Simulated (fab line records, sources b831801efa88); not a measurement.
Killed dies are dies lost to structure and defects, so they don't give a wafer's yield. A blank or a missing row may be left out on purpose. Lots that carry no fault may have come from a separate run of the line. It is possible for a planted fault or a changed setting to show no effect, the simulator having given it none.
A lot that was struck, set against a sound lot | flow sky130 | 33 out of 708 route steps
Sound: the wafers L709.1, L709.2, L709.6. Wafers L698.4, L698.5, L698.6 were the ones struck. The cause is given at the end.
For every step that has rows: the tool of each side, followed by ch and its chambers, followed by its first start. Under that, the readings that differ: sound wafers | struck wafers | difference of the means | sigmas: that difference in standard deviations of wafers without a fault.
alike: readings with means less than 2 such deviations apart, plus words and numbers identical on both sides. not compared: withheld readings, readings lacking a value on some wafer, bounds such as >300 that could conceal the same value, and numbers that have no deviation in the record and whose values overlap.
The two part at a step that has a row with sigmas, a row that says differs or no value, or rows on one side only. Numbers that don't overlap but have no deviation are shown without sigmas and don't part them. A reading that every wafer of one side lacks parts them only if that side has two wafers or more.

SKY_SD_P_CD_MEAS_07: the cd target is 380 nm.
  sound on cd sem-01 at day 33 04:01; struck on cd sem-02 at day 30 08:55
  alike: cd nm
SKY_SD_P_OVL_MEAS_08:
  sound on overlay-01 at day 33 04:08; struck on overlay-01 at day 30 08:59
  alike: SD_P_OVL
next, for these wafers, 1 step has no rows: SKY_SD_P_IMPLANT_09.
SKY_SD_P_STRIP_10: strips in O2/N2.
  sound on plasma asher-02 ch 0,1, day 33 04:20; struck on plasma asher-04 ch 0,1, day 30 09:11
  alike: chamber pressure mTorr, drypump motor current A, oes product au, strip time to endpoint s
  not compared: rf hours counter h
SKY_SD_P_TW_MEAS_11:
  sound on film metro-02 at day 33 04:30; struck on film metro-04 at day 30 09:17
  alike: SD_P_TW
then, 7 steps without rows for these wafers: SKY_RES_XHIGH_DEHYDRATE_00 (time 60 s); SKY_RES_XHIGH_HMDS_01 (prime time 60 s); SKY_RES_XHIGH_COAT_02 (resist thk 1140 nm); SKY_RES_XHIGH_SOFTBAKE_03 (time 60 s); SKY_RES_XHIGH_EXPOSE_04 (exposes mask URPM, target cd 1270 nm); SKY_RES_XHIGH_PEB_05; SKY_RES_XHIGH_DEVELOP_06 (develop time 60 s).
SKY_RES_XHIGH_IMPLANT_07:
  struck on implanter-04, day 31 13:08; sound on implanter-02 ch 0, day 34 07:04
  no value came back on the struck wafers for beam energy keV, beam on s (s), implant ion amu; on the sound wafers beam energy keV reads 20.005 20.003 20.002
SKY_RES_XHIGH_STRIP_08: strips in O2/N2.
  sound on plasma asher-03 ch 0,1, day 34 07:13; struck on plasma asher-01 ch 0,1, day 31 13:14
  reading               | sound             | struck            | difference | sigmas
  oes product au (a.u.) | 0.707 0.707 0.706 | 0.716 0.724 0.714 | +0.011     | +2
  alike: chamber pressure mTorr, drypump motor current A, strip time to endpoint s
  not compared: rf hours counter h
SKY_RES_XHIGH_TW_MEAS_09:
  sound on film metro-04 at day 34 07:19; struck on film metro-04 at day 31 13:20
  reading      | sound          | struck   | difference | sigmas
  RES_XHIGH_TW | 1619 1621 1622 | 30 30 30 | -1591      | -99 or more
then, 7 steps without rows for these wafers: SKY_SD_N_DEHYDRATE_00 (time 60 s); SKY_SD_N_HMDS_01 (prime time 60 s); SKY_SD_N_COAT_02 (resist thk 1153 nm); SKY_SD_N_SOFTBAKE_03 (time 60 s); SKY_SD_N_EXPOSE_04 (exposes mask NSDM, target cd 380 nm); SKY_SD_N_PEB_05; SKY_SD_N_DEVELOP_06 (develop time 60 s).
SKY_SD_N_CD_MEAS_07: the cd target is 380 nm.
  sound on cd sem-01 at day 35 08:50; struck on cd sem-01 at day 32 16:38
  alike: cd nm
SKY_SD_N_OVL_MEAS_08:
  sound on overlay-02 at day 35 08:57; struck on overlay-02 at day 32 16:43
  alike: SD_N_OVL
then, 2 steps without rows for these wafers: SKY_SD_N_IMPLANT_09; SKY_SD_N_IMPLANT_10.
SKY_SD_N_STRIP_11: strips in O2/N2.
  sound on plasma asher-03 ch 0,1, day 35 09:17; struck on plasma asher-01 ch 0,1, day 32 18:08
  alike: chamber pressure mTorr, drypump motor current A, oes product au, strip time to endpoint s
  not compared: rf hours counter h
SKY_SD_N_TW_MEAS_12:
  sound on film metro-02 at day 35 09:23; struck on film metro-02 at day 32 18:14
  alike: SD_N_TW
then, 1 step without rows for these wafers: SKY_SD_N_CLEAN_13 (cleans in SC1/SC2, time 150 s).
SKY_SD_N_RTA_14: time 2 s.
  sound on rtp anneal-01 ch 0, day 35 09:30; struck on rtp anneal-02 ch 0, day 32 18:20
  alike: lamp power pct, wafer_temp_C_max
SKY_SD_N_RS_MEAS_16: a four-point-probe measurement.
  sound on film metro-04 at day 35 09:40; struck on film metro-02 at day 32 18:32
  alike: SD_N_RS
SKY_SD_N_RS_MEAS_17: a four-point-probe measurement.
  sound on film metro-04 at day 35 09:47; struck on film metro-02 at day 32 18:40
  alike: SD_P_RS
SKY_SD_N_RS_MEAS_18: a four-point-probe measurement.
  sound on film metro-04 at day 35 09:55; struck on film metro-02 at day 32 18:47
  reading               | sound             | struck            | difference | sigmas
  RES_XHIGH_RS (ohm/sq) | 335.1 335.5 335.0 | 132.9 133.3 133.1 | -202.1     | -99 or more

WHERE THEY PART
Earliest at SKY_RES_XHIGH_IMPLANT_07; latest, in this record, at SKY_SD_N_RS_MEAS_18.

WHY: what had been put in by the simulator
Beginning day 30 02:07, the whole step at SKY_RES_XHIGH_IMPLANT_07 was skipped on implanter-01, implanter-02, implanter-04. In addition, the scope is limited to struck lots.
